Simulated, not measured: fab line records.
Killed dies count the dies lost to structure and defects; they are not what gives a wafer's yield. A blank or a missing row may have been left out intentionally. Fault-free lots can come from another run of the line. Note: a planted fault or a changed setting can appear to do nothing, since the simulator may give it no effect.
Struck lot and sound lot, side by side / flow sky130 / 16 out of 708 route steps
Sound: wafers L736.1, L736.3, L736.5. Struck: wafer L737.6. (L737.4 of the same lot was not struck and is left out.) The cause comes at the end.
For every step that has rows: the tool of each side, followed by ch and its chambers, followed by its first start. Under that, the readings that differ: sound wafers / struck wafers / difference of the means / sigmas: that difference in standard deviations of wafers without a fault.
alike: readings whose means differ by less than 2 such deviations, and words and numbers that are the same on both sides. not compared: withheld readings, readings that some wafer has no value for, bounds like >300 that may hide the same value, and numbers for which the record gives no deviation and whose values overlap.
The two part at a step that has a row with sigmas, a row that says differs or no value, or rows on one side only. Numbers that have no deviation but don't overlap get no sigmas and don't part them. A reading that every wafer of one side lacks parts them only if that side has two wafers or more.

first, 8 steps without rows for these wafers: SKY_POLY_GATE_DEHYDRATE_05 (time 60 s); SKY_POLY_GATE_HMDS_06 (prime time 60 s); SKY_POLY_GATE_COAT_07 (resist thk 110 nm); SKY_POLY_GATE_COAT_08 (resist thk 450 nm); SKY_POLY_GATE_SOFTBAKE_09 (time 90 s); SKY_POLY_GATE_EXPOSE_10 (exposes mask P1M, target cd 150 nm); SKY_POLY_GATE_PEB_11; SKY_POLY_GATE_DEVELOP_12 (develop time 60 s).
SKY_POLY_GATE_CD_MEAS_13: target cd 150 nm.
  sound on cd sem-01 at day 19 02:05; struck on cd sem-02 at day 19 02:51
  alike: cd nm
SKY_POLY_GATE_OVL_MEAS_14:
  sound on overlay-01 at day 19 02:13; struck on overlay-02 at day 19 02:56
  alike: POLY_GATE_OVL
SKY_POLY_GATE_ETCH_15: etches BARC in N2/H2, stops on SiO2, time 118.5 s, target depth 110 nm.
  sound on rie diel-04 ch 0,1,3, day 19 02:15; struck on rie diel-03 ch 3, day 19 02:57
  alike: drypump motor current A, oes product au, rf fwd power W, throttle valve pct
  not compared: rf hours counter h
SKY_POLY_GATE_ETCH_16: etches Si3N4 in CH3F/O2, stops on poly-Si, time 147.5 s, target depth 75 nm.
  sound on rie diel-04 ch 0,1,3, day 19 02:20; struck on rie diel-03 ch 3, day 19 03:02
reading=rf fwd power W (W); sound=395.9 400.1 399.2; struck=401.4; difference=+3.0; sigmas=+2
  alike: O2_flow_sccm, drypump motor current A, oes product au, throttle valve pct
  not compared: rf hours counter h
SKY_POLY_GATE_ETCH_17: etches poly-Si in HBr/Cl2, stops on SiO2, target depth 180 nm, time 70.5 s.
  sound on rie si-01 ch 0,2, day 19 02:26; struck on rie si-02 ch 3, day 19 03:08
reading=model.KrF-thick_of_POLY_GATE_COAT_08.thk nm (nm); sound=142.5 150.7 135.4; struck=111.3; difference=-31.6; sigmas=
reading=model.SiO2_of_SONOS_ONO_CVD_04.thk nm (nm); sound=4.212 4.307 4.209; struck=3.071; difference=-1.172; sigmas=
  alike: drypump motor current A, oes product au, rf fwd power W, throttle valve pct
  not compared: rf hours counter h
SKY_POLY_GATE_STRIP_18: strips in O2/N2.
  sound on plasma asher-02 ch 0,1, day 19 02:29; struck on plasma asher-02 ch 1, day 19 03:13
reading=oes product au (a.u.); sound=0.360 0.364 0.361; struck=0.350; difference=-0.012; sigmas=-2
reading=strip time to endpoint s (s); sound=3.20 3.28 3.13; struck=2.86; difference=-0.34; sigmas=-6
  alike: drypump motor current A
  not compared: rf hours counter h
then, 1 step without rows for these wafers: SKY_POLY_GATE_CLEAN_19 (cleans in SC1/SC2, time 150 s).
-- the record jumps here: 29 days lie between the struck wafers' starts before and after (it left off in module POLY_GATE and takes up again in module PAD_OPEN, whose first step shown is number 708 of the route) --
SKY_PAD_OPEN_PROBE_99:
  sound on prober-01 at day 48 11:36; struck on prober-02 at day 48 12:17
reading=model.etest.tip sonos.rs ohm sq; sound=2776 2792 2759; struck=2452; difference=-324; sigmas=
reading=model.etest.res pdiff hv.rs ohm sq; sound=191.7 190.9 192.1; struck=185.2; difference=-6.4; sigmas=
  alike: killed_at_M0_to_M3, killed_at_M4_up, killed at contacts, killed at front end, killed at other, killed dies, killed open, killed short
  not compared: model.etest.tip n.rs ohm sq

WHERE THEY PART
At SKY_POLY_GATE_ETCH_16 first; at SKY_POLY_GATE_STRIP_18 last (within this record only). Later steps at which nothing parts them and some readings are alike: SKY_PAD_OPEN_PROBE_99.

WHY: the cause the simulator had injected
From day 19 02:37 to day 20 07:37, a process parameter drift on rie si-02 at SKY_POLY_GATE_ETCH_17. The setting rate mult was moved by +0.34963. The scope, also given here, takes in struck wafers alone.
